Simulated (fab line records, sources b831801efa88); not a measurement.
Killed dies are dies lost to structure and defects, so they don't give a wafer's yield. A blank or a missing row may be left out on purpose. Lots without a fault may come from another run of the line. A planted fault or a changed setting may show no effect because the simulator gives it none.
fab line records | flow sky130
record lots=6 wafers=18 last_day=50
route steps=708 shown LOCAL_INTERCONNECT@404 CONTACT@406 PAD_OPEN@708
lots that met no fault: from a run of the same line without faults
start_h: hours from the record's first day to the start of the lot's first wafer shown | wait_h: hours since the lot's step before | " the same as in the row above | L1.1+2: a row that stands for several wafers | - no value, or no start given | * or withheld: withheld | < > ~ a bound
route shown NAME@n: a module of which the file shows steps, and the number in the route of the first | usual: mean/standard deviation of fault-free wafers | same: alike in all rows | chamber/n: place in a boat | sites: the reading at each site | _std_site: their standard deviation | _edge_site: outer sites' mean less inner sites' | radius_mm: how far each site lies from the wafer's centre | mask NAME#n: copy n | behind: the tool/chamber that last shaped the wafer | hold: why the lot was held/for how many hours/how that ended | device: the transistor (n, p or np) that didn't switch | end of line: the same wafers' tests at the end of the route | a step without rows: its recipe alone | killed: dies lost to structure and defects at the first sort, not the wafer's yield | map: a wafer's dies, x killed, . not, _ none there
set.NAME: the setting as run; set.NAME@STEP: as run at that earlier step | model.NAME: the simulator's own value behind a step, which no gauge read
lots at some steps of the route; a table a step, a row a wafer
services: from which hour (start_h, from the record's first day; less than 0 if before it) a tool's chamber was out of use, for how many hours, and why
## steps
# step SKY_LOCAL_INTERCONNECT_CLEAN_17
# recipe chemistry=IPA time_s=180 temp_c=25
# step SKY_LOCAL_INTERCONNECT_CLEAN_18
# recipe chemistry=O3/DIW dry=n2_spin
# step SKY_CONTACT_CVD_00
# recipe material=Si3N4 target_thk_nm=75 temp_c=400 time_s=withheld rf_w=450
# usual heater_power_w=735/100
# columns lot.wafer tool chamber start_h wait_h heater_power_w
L921.2 pecvd-04 0 738.55 0.0 949
L921.4 " 1 " " 703
L921.5 " 2 " " 790
L922.1 pecvd-04 1 749.57 0.0 697
L922.2 " 2 " " 846
L922.6 " 0 " " 781
L927.1 pecvd-04 0 786.58 0.0 896
L927.2 " 2 " " 764
L927.3 " 1 " " 703
L928.3 pecvd-02 2 798.09 0.0 664
L928.4 " 2 " " 675
L928.5 " 0 " " 695
L932.1 pecvd-02 2 820.63 0.0 708
L932.3 " 1 " " 691
L932.6 " 0 " " 702
L940.1 pecvd-04 2 882.63 0.0 843
L940.4 " 0 " " 879
L940.5 " 1 " " 634
# step SKY_CONTACT_THK_MEAS_01
# recipe reads=Si3N4_of_CONTACT_CVD_00
# usual CONTACT_CVD_00_THK=75.4/0.94
# columns lot.wafer tool chamber start_h wait_h CONTACT_CVD_00_THK[nm]
L921.2 film_metro-01 - 738.59 - 75.1
L921.4 " - " " 77.4
L921.5 " - " " 76.3
L922.1 film_metro-01 - 749.60 - 75.6
L922.2 " - " " 75.8
L922.6 " - " " 75.5
L927.1 film_metro-01 - 786.62 - 74.8
L927.2 " - " " 75.6
L927.3 " - " " 75.5
L928.3 film_metro-01 - 798.14 - 73.8
L928.4 " - " " 74.9
L928.5 " - " " 76.1
L932.1 film_metro-03 - 820.66 - 73.5
L932.3 " - " " 75.8
L932.6 " - " " 76.1
L940.1 film_metro-03 - 882.66 - 75.6
L940.4 " - " " 76.1
L940.5 " - " " 76.2
# step SKY_CONTACT_HDPCVD_02
# recipe material=SiO2 target_thk_nm=565 sigma_open_frac=0.3 time_s=94.2 temp_c=600 sih4_flow_sccm=60 pressure_mtorr=6
# step SKY_CONTACT_THK_MEAS_03
# recipe reads=SiO2_of_CONTACT_HDPCVD_02
# usual CONTACT_HDPCVD_THK=564/6.6
# columns lot.wafer tool chamber start_h wait_h CONTACT_HDPCVD_THK[nm]
L921.2 film_metro-02 - 738.75 0.1 567
L921.4 " - " " 558
L921.5 " - " " 558
L922.1 film_metro-02 - 749.73 0.0 568
L922.2 " - " " 578
L922.6 " - " " 583
L927.1 film_metro-02 - 786.74 0.0 569
L927.2 " - " " 565
L927.3 " - " " 571
L928.3 film_metro-01 - 798.27 0.1 575
L928.4 " - " " 560
L928.5 " - " " 576
L932.1 film_metro-02 - 820.79 0.0 568
L932.3 " - " " 563
L932.6 " - " " 561
L940.1 film_metro-03 - 882.83 0.1 565
L940.4 " - " " 565
L940.5 " - " " 564
# step SKY_CONTACT_CMP_04
# recipe material=SiO2 down_force_psi=4 platen_rpm=60 pad_velocity_m_s=0.94248
# usual motor_current_A=11.8/1.5 time_to_endpoint_s=83/5
# columns lot.wafer tool chamber start_h wait_h motor_current_A time_to_endpoint_s
L921.2 cmp-02 1 738.80 0.0 9.3 82
L921.4 " 2 " " 11.5 79
L921.5 " 1 " " 9.7 80
L922.1 cmp-02 2 749.84 0.1 11.4 86
L922.2 " 0 " " 12.1 90
L922.6 " 1 " " 9.6 90
L927.3 cmp-02 3 786.80 0.0 12.1 86
L927.1 " 1 " " 9.6 79
L927.2 " 2 " " 11.8 75
L928.3 cmp-01 0 798.41 0.1 10.1 89
L928.4 " 1 " " 14.6 85
L928.5 " 2 " " 12.1 90
L932.1 cmp-01 3 820.85 0.1 11.9 90
L932.3 " 0 " " 9.8 89
L932.6 " 3 " " 11.4 90
L940.4 cmp-01 1 883.15 0.3 14.6 89
L940.1 " 3 " " 11.2 91
L940.5 " 1 " " 14.9 86
# step SKY_CONTACT_BOW_MEAS_05
# recipe mode=bow
# usual CONTACT_BOW=81/6.9
# columns lot.wafer tool chamber start_h wait_h CONTACT_BOW[um]
L921.2 film_metro-01 - 739.12 0.3 84
L921.4 " - " " 79
L921.5 " - " " 77
L922.1 film_metro-03 - 750.09 0.2 82
L922.2 " - " " 77
L922.6 " - " " 76
L927.1 film_metro-03 - 787.10 0.1 75
L927.2 " - " " 89
L927.3 " - " " 76
L928.3 film_metro-01 - 798.65 0.2 82
L928.4 " - " " 84
L928.5 " - " " 86
L932.1 film_metro-02 - 821.15 0.2 84
L932.3 " - " " 77
L932.6 " - " " 82
L940.1 film_metro-01 - 883.40 0.1 74
L940.4 " - " " 87
L940.5 " - " " 78
# step SKY_CONTACT_DEHYDRATE_06
# recipe temp_c=200 time_s=60
# step SKY_CONTACT_HMDS_07
# recipe prime_time_s=60 prime_temp_c=120
# step SKY_CONTACT_COAT_08
# recipe resist=BARC temp_c=withheld time_s=withheld spin_rpm=3000 resist_thk_nm=60
# step SKY_CONTACT_COAT_09
# recipe resist=KrF-thick spin_rpm=3000 resist_thk_nm=450
# step SKY_CONTACT_SOFTBAKE_10
# recipe temp_c=100 time_s=90 resist=KrF-thick
# usual heater_power_total_W=57.36/0.11 plate_temp_C=99.99/0.13
# columns lot.wafer tool chamber start_h wait_h heater_power_total_W plate_temp_C
L921.2 litho_track-02 0 753 - 57.50 99.82
L921.4 " 0 " " 57.46 99.70
L921.5 " 0 " " 57.41 99.93
L922.1 litho_track-01 0 763 - 57.45 100.09
L922.2 " 0 " " 57.44 100.04
L922.6 " 0 " " 57.25 100.15
L927.1 litho_track-01 0 799 - 60.00 103.20
L927.2 " 0 " " 59.87 103.21
L927.3 " 0 " " 59.99 103.05
L928.3 litho_track-01 0 812 - 59.95 103.05
L928.4 " 0 " " 59.92 102.89
L928.5 " 0 " " 59.84 102.97
L932.1 litho_track-03 0 834 - 57.32 99.90
L932.3 " 0 " " 57.50 100.00
L932.6 " 0 " " 57.38 100.02
L940.1 litho_track-02 0 895 - 57.13 100.14
L940.4 " 0 " " 57.22 99.97
L940.5 " 0 " " 57.47 100.18
# step SKY_CONTACT_EXPOSE_11
# recipe mask_id=CTM1 na=0.8 source_shape=annular sigma_inner=0.55 sigma_outer=0.85 target_cd_nm=170 dose_mj=38
# step SKY_PAD_OPEN_PROBE_99
# usual killed_at_M0_to_M3=43/6.3 killed_at_M4_up=3.1/1.9 killed_at_contacts=24/5.1 killed_at_front_end=14/4.3 killed_at_other=0.3/0.53 killed_dies=85/8.8 killed_open=46/7.1 killed_short=38/5.9
# same gross_dies=492 killed_at_back_side=0
# columns lot.wafer tool chamber start_h wait_h killed_at_M0_to_M3 killed_at_M4_up killed_at_contacts killed_at_front_end killed_at_other killed_dies killed_open killed_short
L927.3 prober-01 - 1132.67 0.2 47 5 30 12 0 94 54 40
L928.4 prober-02 - 1143.48 0.2 38 7 16 15 0 76 45 31
L932.1 prober-02 - 1157.28 0.1 40 4 21 8 0 73 37 36
L932.3 prober-02 - 1157.38 0.2 44 1 18 16 1 80 32 48
L932.6 prober-02 - 1157.53 0.2 44 0 12 7 0 63 42 21
L940.1 prober-01 - 1198.62 0.1 41 3 27 13 0 84 53 31
L940.4 prober-01 - 1198.77 0.2 42 5 20 22 0 89 49 40
L940.5 prober-01 - 1198.82 0.2 50 4 16 20 0 90 46 44
# killed by level:class
L927.3 CONTACT:geometric_particle:open=13 METAL2:geometric_particle:short=11 VIA1:geometric_particle:open=8 VIA3:geometric_particle:open=8 VIA2:geometric_particle:open=6 CONTACT:geometric_particle:short=6 LI_CONTACT:geometric_particle:open=5 METAL1:geometric_particle:short=5
L928.4 VIA2:geometric_particle:open=11 VIA1:geometric_particle:open=10 CONTACT:geometric_particle:open=6 METAL4:geometric_particle:short=5 VIA3:geometric_particle:open=5 METAL1:geometric_particle:short=4 METAL2:geometric_particle:short=4 POLY_GATE:geometric_particle:short=3
L932.1 CONTACT:geometric_particle:open=9 VIA1:geometric_particle:open=7 VIA3:geometric_particle:open=6 VIA1:geometric_particle:short=6 LI_CONTACT:geometric_particle:open=5 CONTACT:geometric_particle:short=5 METAL1:geometric_particle:short=5 VIA2:geometric_particle:open=5
L932.3 VIA1:geometric_particle:short=7 FIELD_ISO:geometric_particle:short=6 FIELD_ISO:geometric_particle:open=5 LI_CONTACT:geometric_particle:open=5 METAL1:geometric_particle:short=5 VIA1:geometric_particle:open=5 VIA2:geometric_particle:short=5 VIA2:geometric_particle:open=5
L932.6 VIA3:geometric_particle:open=10 VIA2:geometric_particle:open=9 VIA1:geometric_particle:open=6 CONTACT:geometric_particle:open=5 VIA1:geometric_particle:short=5 VIA3:geometric_particle:short=4 POLY_GATE:geometric_particle:open=3 LI_CONTACT:geometric_particle:open=3
L940.1 CONTACT:geometric_particle:open=11 VIA1:geometric_particle:open=11 LI_CONTACT:geometric_particle:open=8 VIA2:geometric_particle:open=8 VIA3:geometric_particle:open=7 FIELD_ISO:geometric_particle:open=4 FIELD_ISO:geometric_particle:short=4 CONTACT:geometric_particle:short=4
L940.4 VIA1:geometric_particle:open=11 LI_CONTACT:geometric_particle:open=10 FIELD_ISO:geometric_particle:short=7 VIA1:geometric_particle:short=6 FIELD_ISO:geometric_particle:open=5 POLY_GATE:geometric_particle:open=5 CONTACT:geometric_particle:open=4 METAL1:geometric_particle:short=4
L940.5 VIA1:geometric_particle:open=10 FIELD_ISO:geometric_particle:open=9 VIA3:geometric_particle:open=9 CONTACT:geometric_particle:open=6 VIA3:geometric_particle:short=5 FIELD_ISO:geometric_particle:short=5 VIA2:geometric_particle:open=5 VIA2:geometric_particle:short=5
## services
# columns tool chamber start_h hours kind
cmp-01 - 716.01 1.7 repair
cmp-01 - 718.97 5.5 pm
cmp-02 - 744.00 4.0 pm
cmp-02 - 748.00 - consumable_replace:conditioner
cmp-02 - 748.00 - consumable_replace:pad
pecvd-04 0 768.70 2.1 scheduled_down
cmp-02 - 771.70 7.8 repair
pecvd-04 - 781.77 2.1 repair
cmp-02 - 793.49 3.2 repair
cmp-01 - 802.23 0.9 repair
pecvd-04 1 818.12 - clean
pecvd-04 1 818.12 - consumable_replace:showerhead
pecvd-04 1 818.12 29.0 scheduled_down
pecvd-04 1 818.12 29.0 vent_cycle
cmp-02 - 825.09 4.3 pm
cmp-02 - 830.75 5.3 pm
pecvd-04 - 833.05 2.7 repair
pecvd-04 - 840.93 1.0 repair
cmp-02 - 842.23 0.2 repair
pecvd-02 1 851.35 5.4 repair
pecvd-02 - 855.55 5.5 pm
cmp-02 - 855.82 13.4 pm
pecvd-04 - 872.16 1.4 repair
pecvd-02 2 873.25 9.4 repair
## key
first_sign step=SKY_CONTACT_SOFTBAKE_10 reading=plate_temp_C direction=up sigmas=23 usual=* struck=*
effect step=SKY_CONTACT_SOFTBAKE_10 reading=heater_power_total_W direction=up sigmas=23 usual=* struck=*
met_at SKY_CONTACT_SOFTBAKE_10
struck_wafers L927.1,L927.2,L927.3,L928.3,L928.4,L928.5
tester_left_out L927,L928
onset_between 763 799
fault kind=process_parameter_drift tool=litho_track-01 chamber=- onset_h=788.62 steps=SKY_CONTACT_SOFTBAKE_10 channel=temp_c offset=* shape=step end_h=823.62 acts_in=* stated=*
# tester_left_out: of these lots the tester's yield and bins aren't shown, on N5 and GAA mostly nor the transistor test; their killed dies are dies lost to structure and defects alone, not to doping, threshold or leakage, so they don't give the yield
